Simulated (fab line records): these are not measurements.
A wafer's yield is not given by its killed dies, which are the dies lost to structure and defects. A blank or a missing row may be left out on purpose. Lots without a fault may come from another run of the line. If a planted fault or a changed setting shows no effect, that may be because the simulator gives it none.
What tool caused it? || flow gf180mcu || 14 lots with 42 wafers sampled at 4 steps, on a route of 602 steps

WHAT THE GAUGES READ, wafer by wafer
GF_HV_LDD_OVL_MEAS_47.
{"lot": "L776", "measured": "day 12 07:16", "on": "overlay-01", "HV_LDD_03_OVL (nm)": "-2.1 -2.6 -3.1"}
{"lot": "L777", "measured": "day 12 18:46", "on": "overlay-02", "HV_LDD_03_OVL (nm)": "0.2 -2.0 -1.0"}
{"lot": "L780", "measured": "day 13 14:07", "on": "overlay-02", "HV_LDD_03_OVL (nm)": "-1.0 -2.5 -2.8"}
{"lot": "L782", "measured": "day 14 07:10", "on": "overlay-01", "HV_LDD_03_OVL (nm)": "0.9 0.7 -1.1"}
{"lot": "L784", "measured": "day 15 00:49", "on": "overlay-02", "HV_LDD_03_OVL (nm)": "0.8 -0.2 1.8"}
{"lot": "L787", "measured": "day 16 03:53", "on": "overlay-02", "HV_LDD_03_OVL (nm)": "3.0 1.9 0.7"}
{"lot": "L788", "measured": "day 16 08:40", "on": "overlay-01", "HV_LDD_03_OVL (nm)": "-1.3 -2.1 -2.5"}
{"lot": "L789", "measured": "day 16 18:25", "on": "overlay-01", "HV_LDD_03_OVL (nm)": "-2.2 -0.1 -1.6"}
{"lot": "L790", "measured": "day 16 22:28", "on": "overlay-01", "HV_LDD_03_OVL (nm)": "-2.3 -1.1 -1.2"}
{"lot": "L792", "measured": "day 17 15:22", "on": "overlay-02", "HV_LDD_03_OVL (nm)": "0.6 0.5 -0.3"}
{"lot": "L793", "measured": "day 18 02:37", "on": "overlay-02", "HV_LDD_03_OVL (nm)": "0.2 1.1 0.7"}
{"lot": "L795", "measured": "day 18 20:01", "on": "overlay-02", "HV_LDD_03_OVL (nm)": "-0.7 -0.3 -0.7"}
{"lot": "L797", "measured": "day 19 13:37", "on": "overlay-02", "HV_LDD_03_OVL (nm)": "-2.5 -1.3 -0.6"}
{"lot": "L799", "measured": "day 20 08:13", "on": "overlay-01", "HV_LDD_03_OVL (nm)": "-1.6 -1.8 -1.0"}

GF_HV_LDD_TW_MEAS_50.
{"lot": "L776", "measured": "day 12 07:32", "on": "film metro-01", "HV_LDD_4_TW": "571 573 574"}
{"lot": "L777", "measured": "day 12 19:03", "on": "film metro-01", "HV_LDD_4_TW": "571 571 571"}
{"lot": "L780", "measured": "day 13 14:23", "on": "film metro-03", "HV_LDD_4_TW": "561 558 560"}
{"lot": "L782", "measured": "day 14 07:26", "on": "film metro-03", "HV_LDD_4_TW": "562 563 560"}
{"lot": "L784", "measured": "day 15 01:06", "on": "film metro-02", "HV_LDD_4_TW": "562 563 560"}
{"lot": "L787", "measured": "day 16 04:11", "on": "film metro-01", "HV_LDD_4_TW": "573 577 574"}
{"lot": "L788", "measured": "day 16 08:57", "on": "film metro-01", "HV_LDD_4_TW": "574 576 573"}
{"lot": "L789", "measured": "day 16 18:42", "on": "film metro-03", "HV_LDD_4_TW": "560 560 555"}
{"lot": "L790", "measured": "day 16 22:46", "on": "film metro-03", "HV_LDD_4_TW": "561 557 559"}
{"lot": "L792", "measured": "day 17 15:39", "on": "film metro-03", "HV_LDD_4_TW": "561 556 558"}
{"lot": "L793", "measured": "day 18 02:54", "on": "film metro-03", "HV_LDD_4_TW": "556 559 557"}
{"lot": "L795", "measured": "day 18 20:19", "on": "film metro-03", "HV_LDD_4_TW": "558 559 556"}
{"lot": "L797", "measured": "day 19 13:54", "on": "film metro-02", "HV_LDD_4_TW": "560 561 562"}
{"lot": "L799", "measured": "day 20 08:30", "on": "film metro-01", "HV_LDD_4_TW": "572 572 573"}

GF_SAB_THK_MEAS_01.
{"lot": "L776", "measured": "day 14 02:56", "on": "film metro-02", "SAB_CVD_00_THK (nm)": "49.9 50.2 50.8"}
{"lot": "L777", "measured": "day 14 14:47", "on": "film metro-04", "SAB_CVD_00_THK (nm)": "50.4 50.4 51.4"}
{"lot": "L780", "measured": "day 15 13:06", "on": "film metro-02", "SAB_CVD_00_THK (nm)": "49.7 50.7 51.0"}
{"lot": "L782", "measured": "day 16 06:40", "on": "film metro-03", "SAB_CVD_00_THK (nm)": "49.6 49.7 49.8"}
{"lot": "L784", "measured": "day 17 02:45", "on": "film metro-04", "SAB_CVD_00_THK (nm)": "50.2 50.5 50.6"}
{"lot": "L787", "measured": "day 18 05:23", "on": "film metro-03", "SAB_CVD_00_THK (nm)": "50.7 50.4 50.7"}
{"lot": "L788", "measured": "day 18 11:40", "on": "film metro-02", "SAB_CVD_00_THK (nm)": "50.0 50.0 50.6"}
{"lot": "L789", "measured": "day 18 23:00", "on": "film metro-04", "SAB_CVD_00_THK (nm)": "49.3 49.7 50.7"}
{"lot": "L790", "measured": "day 19 02:34", "on": "film metro-04", "SAB_CVD_00_THK (nm)": "50.3 50.2 51.0"}
{"lot": "L792", "measured": "day 19 19:36", "on": "film metro-04", "SAB_CVD_00_THK (nm)": "49.2 49.2 50.5"}
{"lot": "L793", "measured": "day 20 06:15", "on": "film metro-02", "SAB_CVD_00_THK (nm)": "50.1 50.4 50.6"}
{"lot": "L795", "measured": "day 21 00:10", "on": "film metro-02", "SAB_CVD_00_THK (nm)": "49.4 49.7 50.8"}
{"lot": "L797", "measured": "day 21 17:06", "on": "film metro-04", "SAB_CVD_00_THK (nm)": "49.3 49.8 50.6"}
{"lot": "L799", "measured": "day 22 11:03", "on": "film metro-04", "SAB_CVD_00_THK (nm)": "49.1 48.5 50.4"}

EACH LOT AND THE TOOL THAT RAN IT (in order: tool; ch and the chambers of the sampled wafers; start)
{"lot": "L776", "GF_PSD_DEVELOP_06": "litho track-03 ch 0, day 14 01:50"}
{"lot": "L777", "GF_PSD_DEVELOP_06": "litho track-01 ch 0, day 14 13:44"}
{"lot": "L780", "GF_PSD_DEVELOP_06": "litho track-01 ch 0, day 15 12:05"}
{"lot": "L782", "GF_PSD_DEVELOP_06": "litho track-04 ch 0, day 16 05:38"}
{"lot": "L784", "GF_PSD_DEVELOP_06": "litho track-01 ch 0, day 17 01:44"}
{"lot": "L787", "GF_PSD_DEVELOP_06": "litho track-04 ch 0, day 18 04:25"}
{"lot": "L788", "GF_PSD_DEVELOP_06": "litho track-03 ch 0, day 18 10:40"}
{"lot": "L789", "GF_PSD_DEVELOP_06": "litho track-01 ch 0, day 18 21:59"}
{"lot": "L790", "GF_PSD_DEVELOP_06": "litho track-03 ch 0, day 19 01:34"}
{"lot": "L792", "GF_PSD_DEVELOP_06": "litho track-03 ch 0, day 19 18:35"}
{"lot": "L793", "GF_PSD_DEVELOP_06": "litho track-03 ch 0, day 20 05:14"}
{"lot": "L795", "GF_PSD_DEVELOP_06": "litho track-01 ch 0, day 20 23:11"}
{"lot": "L797", "GF_PSD_DEVELOP_06": "litho track-04 ch 0, day 21 16:05"}
{"lot": "L799", "GF_PSD_DEVELOP_06": "litho track-04 ch 0, day 22 10:02"}
- GF_PSD_DEVELOP_06: develop time 60 s.

AS READ BY THE TOOLS THEMSELVES (means over the sampled wafers that have a number; for cases with no such wafer, the mark the record gives instead)
GF_PSD_DEVELOP_06.
{"lot": "L776", "tool": "litho track-03", "developer temp C (C)": 23.06}
{"lot": "L777", "tool": "litho track-01", "developer temp C (C)": 23.06}
{"lot": "L780", "tool": "litho track-01", "developer temp C (C)": 23.11}
{"lot": "L782", "tool": "litho track-04", "developer temp C (C)": 23.05}
{"lot": "L784", "tool": "litho track-01", "developer temp C (C)": 22.93}
{"lot": "L787", "tool": "litho track-04", "developer temp C (C)": 23.19}
{"lot": "L788", "tool": "litho track-03", "developer temp C (C)": 22.88}
{"lot": "L789", "tool": "litho track-01", "developer temp C (C)": 23.05}
{"lot": "L790", "tool": "litho track-03", "developer temp C (C)": 22.96}
{"lot": "L792", "tool": "litho track-03", "developer temp C (C)": 22.16}
{"lot": "L793", "tool": "litho track-03", "developer temp C (C)": 22.17}
{"lot": "L795", "tool": "litho track-01", "developer temp C (C)": 23.05}
{"lot": "L797", "tool": "litho track-04", "developer temp C (C)": 22.89}
{"lot": "L799", "tool": "litho track-04", "developer temp C (C)": 23.12}

THE ANSWER, worked out from the rows above alone
Rule: usual is defined by the lots themselves. Put in order of their means at a reading, lots are off if they are a third of the lots or fewer, leave a main group of 4 or more, and stand apart from it by a gap of 3 or more times the standard deviation of the main group's means; of several such gaps the widest counts. The tables above print the reading to a certain number of digits; a main group whose means all agree to those digits is not used. A lot without any number at a reading at which 4 lots or more have one is off too. Where the step has rows for the other lots, those lots are counted as sound. Order of review: gauges by route order, followed by the tools' own readings, for which a lot's mean as printed above is used. The first step at which some lot is off is used, and at that step the reading that is off furthest; a lot without a number counts as furthest.
Off: L792, L793, at GF_PSD_DEVELOP_06 (developer temp C). Mean 23.03 C and standard deviation 0.091 in the main group.
A tool fits if, at that step or a process step before it, it ran every lot that is off, and no sound lot after the first of them. One fits: GF_PSD_DEVELOP_06 on litho track-03. A fault onset in the window from L790 (day 19 01:34, its last sound lot) to L792 (day 19 18:35, its first lot off) fits.
On the lots that are off, the tool's own readings at GF_PSD_DEVELOP_06 differ by more than 5 times the standard deviation of the sound lots' means, which bears it out; developer temp C reads 22.16 C there versus 23.03 C on the sound lots.

WHAT HAD BEEN PUT IN BY THE SIMULATOR
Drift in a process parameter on litho track-03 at GF_PSD_DEVELOP_06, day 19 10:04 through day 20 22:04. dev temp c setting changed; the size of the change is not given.
Shown lots that were struck: L792, L793. Same finding as the rule above.
